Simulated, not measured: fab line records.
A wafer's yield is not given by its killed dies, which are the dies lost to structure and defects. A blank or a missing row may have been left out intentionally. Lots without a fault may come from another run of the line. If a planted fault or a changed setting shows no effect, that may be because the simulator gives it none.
fab line records	flow gf180mcu
record lots=13	wafers=39	last_day=34
route steps=602 shown HV_LDD@211 M1@321 V1@339
lots that met no fault: from a run of the same line without faults
start_h: hours from the record's first day to the start of the lot's first wafer shown	wait_h: time in hours since the lot's previous step	" unchanged from the row above	L1.1+2: a row that stands for several wafers	- value missing, or start not given	* or withheld: withheld	< > ~ a bound
route shown NAME@n: NAME is a module with steps in the file, n the number in the route of the first one	usual: average and standard deviation across the fault-free wafers	same: alike in all rows	chamber/n: place in a boat	sites: the reading at each site	_std_site: their standard deviation	_edge_site: outer sites' mean less inner sites'	radius_mm: for every site, how far away it sits from the centre of the wafer	mask NAME#n: copy n	behind: the tool/chamber that last shaped the wafer	hold: what put the lot on hold/how long, in hours/how the hold closed	device: the n, p or np transistor that did not switch	end of line: the same wafers' tests at the end of the route	where a step has no rows: the recipe by itself	killed: dies lost to structure and defects at the first sort, not the wafer's yield	map: a wafer's dies, marking killed ones x, the rest . and places with no die _
set.NAME: the run value of the setting; set.NAME@STEP: its run value at that earlier step	model.NAME: the simulator's own value behind a step, which no gauge read
steps of the route over a sample of lots; a table a step, a row a wafer
services: a tool's chamber out of use, with start hour (start_h, from the record's first day; less than 0 if before it), hours out, and reason
## steps
# step GF_HV_LDD_IMPLANT_35
# recipe species=P	energy_kev=60	dose_cm2=7.5e+12	tilt_deg=30	rotation_deg=180
# usual dose_ions_cm2=7.501e+12/8e+09	faraday_current_uA=42.3/0.77
lot.wafer	tool	chamber	start_h	wait_h	dose_ions_cm2	faraday_current_uA
L644.1	implanter-01	0	253.88	0.1	7.515e+12	41.7
L644.3	"	0	"	"	7.507e+12	42.2
L644.4	"	0	"	"	7.499e+12	43.4
L645.1	implanter-01	0	260.05	0.1	7.498e+12	44.0
L645.3	"	0	"	"	7.508e+12	40.8
L645.5	"	0	"	"	7.495e+12	41.4
L646.1	implanter-01	0	264.76	0.1	7.506e+12	42.6
L646.2	"	0	"	"	7.504e+12	43.2
L646.3	"	0	"	"	7.506e+12	42.5
L647.1	implanter-01	0	280.45	0.1	7.513e+12	41.3
L647.5	"	0	"	"	7.493e+12	42.6
L647.6	"	0	"	"	7.504e+12	42.8
L648.2	implanter-03	0	286.35	0.1	7.507e+12	40.7
L648.3	"	0	"	"	7.502e+12	44.0
L648.5	"	0	"	"	7.509e+12	42.3
L649.2	implanter-02	0	290.74	0.1	7.495e+12	41.1
L649.3	"	0	"	"	7.495e+12	42.8
L649.4	"	0	"	"	7.493e+12	41.9
L657.2	implanter-02	0	356.22	0.1	4.508e+12	25.1
L657.3	"	0	"	"	4.492e+12	25.1
L657.5	"	0	"	"	4.494e+12	26.3
L658.1	implanter-02	0	361.46	0.1	4.504e+12	25.6
L658.4	"	0	"	"	4.496e+12	25.5
L658.6	"	0	"	"	4.49e+12	24.5
L660.1	implanter-03	0	376.36	0.1	7.511e+12	43.0
L660.5	"	0	"	"	7.519e+12	42.2
L660.6	"	0	"	"	7.486e+12	42.5
L661.1	implanter-01	0	383.21	0.1	7.506e+12	42.6
L661.2	"	0	"	"	7.51e+12	43.3
L661.5	"	0	"	"	7.503e+12	42.3
L664.3	implanter-01	0	410.61	0.1	7.497e+12	41.5
L664.4	"	0	"	"	7.5e+12	42.3
L664.5	"	0	"	"	7.489e+12	42.0
L665.2	implanter-01	0	415.67	0.1	7.502e+12	41.7
L665.4	"	0	"	"	7.49e+12	42.5
L665.6	"	0	"	"	7.499e+12	41.4
L667.2	implanter-01	0	437.32	0.1	7.501e+12	42.4
L667.4	"	0	"	"	7.492e+12	42.5
L667.5	"	0	"	"	7.498e+12	42.4
# step GF_HV_LDD_TW_MEAS_38
# usual HV_LDD_3_TW=1444/15
lot.wafer	tool	chamber	start_h	wait_h	HV_LDD_3_TW
L644.1	film_metro-04	-	254.28	0.1	1460
L644.3	"	-	"	"	1457
L644.4	"	-	"	"	1457
L645.1	film_metro-02	-	260.45	0.1	1440
L645.3	"	-	"	"	1429
L645.5	"	-	"	"	1436
L646.1	film_metro-04	-	265.16	0.1	1467
L646.2	"	-	"	"	1465
L646.3	"	-	"	"	1461
L647.1	film_metro-03	-	280.85	0.1	1428
L647.5	"	-	"	"	1429
L647.6	"	-	"	"	1438
L648.2	film_metro-04	-	286.74	0.1	1461
L648.3	"	-	"	"	1470
L648.5	"	-	"	"	1462
L649.2	film_metro-03	-	291.12	0.1	1432
L649.3	"	-	"	"	1430
L649.4	"	-	"	"	1425
L657.2	film_metro-02	-	356.61	0.1	1381
L657.3	"	-	"	"	1385
L657.5	"	-	"	"	1387
L658.1	film_metro-04	-	361.86	0.1	1409
L658.4	"	-	"	"	1418
L658.6	"	-	"	"	1411
L660.1	film_metro-02	-	376.76	0.1	1434
L660.5	"	-	"	"	1437
L660.6	"	-	"	"	1434
L661.1	film_metro-02	-	383.61	0.1	1428
L661.2	"	-	"	"	1433
L661.5	"	-	"	"	1447
L664.3	film_metro-02	-	410.98	0.1	1431
L664.4	"	-	"	"	1425
L664.5	"	-	"	"	1430
L665.2	film_metro-04	-	416.06	0.1	1469
L665.4	"	-	"	"	1470
L665.6	"	-	"	"	1460
L667.2	film_metro-02	-	437.71	0.1	1432
L667.4	"	-	"	"	1430
L667.5	"	-	"	"	1432
# step GF_HV_LDD_RS_MEAS_53
# recipe thk_meas_gauge=four-point-probe
# usual HV_LDD_RS=418.2/0.95
lot.wafer	tool	chamber	start_h	wait_h	HV_LDD_RS[ohm/sq]
L644.1	film_metro-03	-	273.72	0.1	417.6
L644.3	"	-	"	"	417.8
L644.4	"	-	"	"	418.7
L645.1	film_metro-03	-	280.27	0.1	419.2
L645.3	"	-	"	"	419.3
L645.5	"	-	"	"	418.8
L646.1	film_metro-04	-	284.94	0.1	419.5
L646.2	"	-	"	"	418.4
L646.3	"	-	"	"	418.8
L647.1	film_metro-02	-	301.00	0.1	416.6
L647.5	"	-	"	"	417.2
L647.6	"	-	"	"	417.1
L648.2	film_metro-03	-	306.89	0.1	417.6
L648.3	"	-	"	"	417.8
L648.5	"	-	"	"	416.8
L649.2	film_metro-02	-	311.55	0.1	418.6
L649.3	"	-	"	"	417.8
L649.4	"	-	"	"	418.5
L657.2	film_metro-02	-	379.06	0.1	426.5
L657.3	"	-	"	"	427.0
L657.5	"	-	"	"	427.8
L658.1	film_metro-02	-	383.83	0.1	426.9
L658.4	"	-	"	"	426.3
L658.6	"	-	"	"	426.1
L660.1	film_metro-04	-	399.38	0.1	416.1
L660.5	"	-	"	"	417.2
L660.6	"	-	"	"	417.7
L661.1	film_metro-02	-	406.73	0.1	417.6
L661.2	"	-	"	"	418.0
L661.5	"	-	"	"	418.9
L664.3	film_metro-02	-	435.14	0.1	419.1
L664.4	"	-	"	"	418.4
L664.5	"	-	"	"	420.0
L665.2	film_metro-04	-	439.59	0.1	416.2
L665.4	"	-	"	"	417.5
L665.6	"	-	"	"	417.6
L667.2	film_metro-04	-	462.22	0.1	420.1
L667.4	"	-	"	"	418.8
L667.5	"	-	"	"	419.2
# step GF_M1_THK_MEAS_06
# recipe thk_meas_gauge=xrf	reads=AlCu_of_M1_SPUTTER_02
# usual M1_ALCU_THK=446/4.4
lot.wafer	tool	chamber	start_h	wait_h	M1_ALCU_THK[nm]
L644.1	film_metro-04	-	364.83	0.1	448
L644.3	"	-	"	"	450
L644.4	"	-	"	"	451
L645.1	film_metro-04	-	371.40	0.1	452
L645.3	"	-	"	"	448
L645.5	"	-	"	"	452
L646.1	film_metro-01	-	376.14	0.1	436
L646.2	"	-	"	"	440
L646.3	"	-	"	"	441
L647.1	film_metro-01	-	394.44	0.1	447
L647.5	"	-	"	"	450
L647.6	"	-	"	"	449
L648.2	film_metro-04	-	400.16	0.1	442
L648.3	"	-	"	"	443
L648.5	"	-	"	"	439
L649.2	film_metro-01	-	404.42	0.1	444
L649.3	"	-	"	"	448
L649.4	"	-	"	"	444
L657.2	film_metro-04	-	479.23	0.1	448
L657.3	"	-	"	"	447
L657.5	"	-	"	"	449
L658.1	film_metro-04	-	485.74	0.1	444
L658.4	"	-	"	"	450
L658.6	"	-	"	"	447
L660.1	film_metro-04	-	502.20	0.1	446
L660.5	"	-	"	"	448
L660.6	"	-	"	"	447
L661.1	film_metro-01	-	508.75	0.1	443
L661.2	"	-	"	"	445
L661.5	"	-	"	"	452
L664.3	film_metro-03	-	537.82	0.1	460
L664.4	"	-	"	"	449
L664.5	"	-	"	"	459
L665.2	film_metro-03	-	542.49	0.1	441
L665.4	"	-	"	"	448
L665.6	"	-	"	"	444
L667.2	film_metro-04	-	563.35	0.1	450
L667.4	"	-	"	"	452
L667.5	"	-	"	"	452
# step GF_V1_CMP_04
# recipe material=SiO2	down_force_psi=4	platen_rpm=60	pad_velocity_m_s=0.94248
# usual motor_current_A=11.7/0.71	slurry_flow_ml_min=150.0/0.43	time_to_endpoint_s=79/5.2
lot.wafer	tool	chamber	start_h	wait_h	motor_current_A	slurry_flow_ml_min	time_to_endpoint_s
L644.1	cmp-01	1	387.76	0.1	11.9	149.9	83
L644.3	"	2	"	"	11.7	149.5	76
L644.4	"	0	"	"	12.9	151.1	89
L645.1	cmp-02	2	394.12	0.1	11.6	149.9	66
L645.3	"	3	"	"	10.5	149.2	71
L645.5	"	2	"	"	11.9	149.7	74
L646.1	cmp-01	2	399.59	0.1	11.0	149.9	75
L646.2	"	0	"	"	12.7	150.0	83
L646.3	"	1	"	"	11.4	149.8	73
L647.1	cmp-01	1	417.80	0.2	12.0	150.0	77
L647.6	"	2	"	"	11.0	149.6	83
L647.5	"	3	"	"	11.4	150.2	77
L648.3	cmp-01	1	424.49	0.1	10.8	150.2	78
L648.2	"	2	"	"	11.8	149.8	76
L648.5	"	0	"	"	13.2	150.9	85
L649.4	cmp-02	2	428.16	0.0	11.2	150.3	82
L649.2	"	0	"	"	10.3	150.5	72
L649.3	"	1	"	"	11.4	151.1	78
L657.3	cmp-01	1	504.02	0.1	11.5	150.2	72
L657.2	"	2	"	"	11.4	149.7	75
L657.5	"	1	"	"	12.0	150.1	74
L658.4	cmp-01	3	510.67	0.0	11.9	150.3	78
L658.1	"	2	"	"	10.6	149.8	75
L658.6	"	3	"	"	12.2	149.8	79
L660.1	cmp-02	0	526.67	0.1	10.8	150.0	75
L660.6	"	2	"	"	11.5	150.4	78
L660.5	"	3	"	"	11.3	150.6	82
L661.2	cmp-02	1	532.76	0.0	11.5	149.7	78
L661.1	"	0	"	"	10.6	150.4	78
L661.5	"	1	"	"	11.8	150.0	82
L664.3	cmp-01	0	561.33	0.1	13.5	149.9	86
L664.4	"	2	"	"	11.2	150.0	82
L664.5	"	3	"	"	11.8	149.9	81
L665.4	cmp-01	3	566.15	0.0	11.7	149.2	85
L665.2	"	1	"	"	11.1	150.4	79
L665.6	"	3	"	"	12.1	149.7	79
L667.4	cmp-02	3	585.87	0.1	11.3	150.4	86
L667.2	"	0	"	"	11.0	150.1	81
L667.5	"	1	"	"	11.4	151.1	85
# step GF_V1_BOW_MEAS_05
# recipe mode=bow
# usual V1_BOW=82/8
lot.wafer	tool	chamber	start_h	wait_h	V1_BOW[um]
L644.1	film_metro-02	-	388.06	0.2	62
L644.3	"	-	"	"	86
L644.4	"	-	"	"	79
L645.1	film_metro-02	-	394.42	0.2	89
L645.3	"	-	"	"	82
L645.5	"	-	"	"	81
L646.1	film_metro-01	-	399.89	0.2	84
L646.2	"	-	"	"	77
L646.3	"	-	"	"	91
L647.1	film_metro-02	-	418.04	0.2	84
L647.5	"	-	"	"	84
L647.6	"	-	"	"	77
L648.2	film_metro-02	-	424.71	0.1	73
L648.3	"	-	"	"	78
L648.5	"	-	"	"	76
L649.2	film_metro-02	-	428.48	0.2	75
L649.3	"	-	"	"	85
L649.4	"	-	"	"	81
L657.2	film_metro-01	-	504.29	0.2	78
L657.3	"	-	"	"	88
L657.5	"	-	"	"	76
L658.1	film_metro-01	-	510.97	0.1	71
L658.4	"	-	"	"	77
L658.6	"	-	"	"	84
L660.1	film_metro-02	-	526.87	0.1	80
L660.5	"	-	"	"	68
L660.6	"	-	"	"	80
L661.1	film_metro-03	-	533.06	0.1	82
L661.2	"	-	"	"	80
L661.5	"	-	"	"	75
L664.3	film_metro-02	-	561.62	0.2	80
L664.4	"	-	"	"	75
L664.5	"	-	"	"	86
L665.2	film_metro-03	-	566.47	0.2	72
L665.4	"	-	"	"	83
L665.6	"	-	"	"	83
L667.2	film_metro-03	-	586.09	0.1	88
L667.4	"	-	"	"	84
L667.5	"	-	"	"	77
## services
tool	chamber	start_h	hours	kind
cmp-01	-	232.00	4.0	pm
cmp-02	-	232.68	2.2	repair
cmp-02	-	234.85	2.1	repair
cmp-01	-	246.27	11.7	pm
cmp-01	-	258.73	1.4	repair
cmp-01	-	280.15	3.5	repair
implanter-01	-	296.60	3.9	pm
implanter-01	-	308.17	4.0	repair
cmp-02	-	309.22	2.2	repair
cmp-02	-	329.15	5.7	pm
cmp-01	-	348.43	5.1	repair
implanter-01	-	348.57	2.9	repair
implanter-01	-	392.31	1.5	repair
cmp-01	-	404.01	3.4	pm
cmp-02	-	404.14	4.0	pm
cmp-02	-	419.83	1.4	repair
cmp-02	-	442.38	5.4	repair
implanter-01	-	449.60	2.4	repair
cmp-02	-	481.11	0.8	repair
implanter-01	-	508.05	30.0	pm
implanter-01	-	541.21	2.2	repair
implanter-01	-	551.49	0.7	repair
cmp-02	-	558.46	12.7	repair
cmp-01	-	572.00	4.0	pm
## key
first_sign step=GF_HV_LDD_IMPLANT_35	reading=dose_ions_cm2	direction=down	sigmas=99+	usual=7.501e+12	struck=4.497e+12
effect step=GF_HV_LDD_IMPLANT_35	reading=faraday_current_uA	direction=down	sigmas=22	usual=42.3	struck=25.3
effect step=GF_HV_LDD_TW_MEAS_38	reading=HV_LDD_3_TW	direction=down	sigmas=3	usual=1444	struck=1398
effect step=GF_HV_LDD_RS_MEAS_53	reading=HV_LDD_RS	direction=up	sigmas=9	usual=418.2	struck=426.8
met_at GF_HV_LDD_IMPLANT_35
struck_lots L657,L658
tester_left_out L657,L658
not_acting_at GF_M1_THK_MEAS_06,GF_V1_CMP_04,GF_V1_BOW_MEAS_05
onset_between 290.74 356.22
fault kind=process_parameter_drift	tool=implanter-02	chamber=-	onset_h=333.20	steps=GF_HV_LDD_IMPLANT_35	channel=dose_cm2	offset=-3.0088e+12	shape=step	end_h=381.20	acts_in=these_recipes_only	stated=7.5e+12
# tester_left_out: of these lots the tester's yield and bins aren't shown, on N5 and GAA mostly nor the transistor test; their killed dies are dies lost to structure and defects alone, not to doping, threshold or leakage, so they don't give the yield
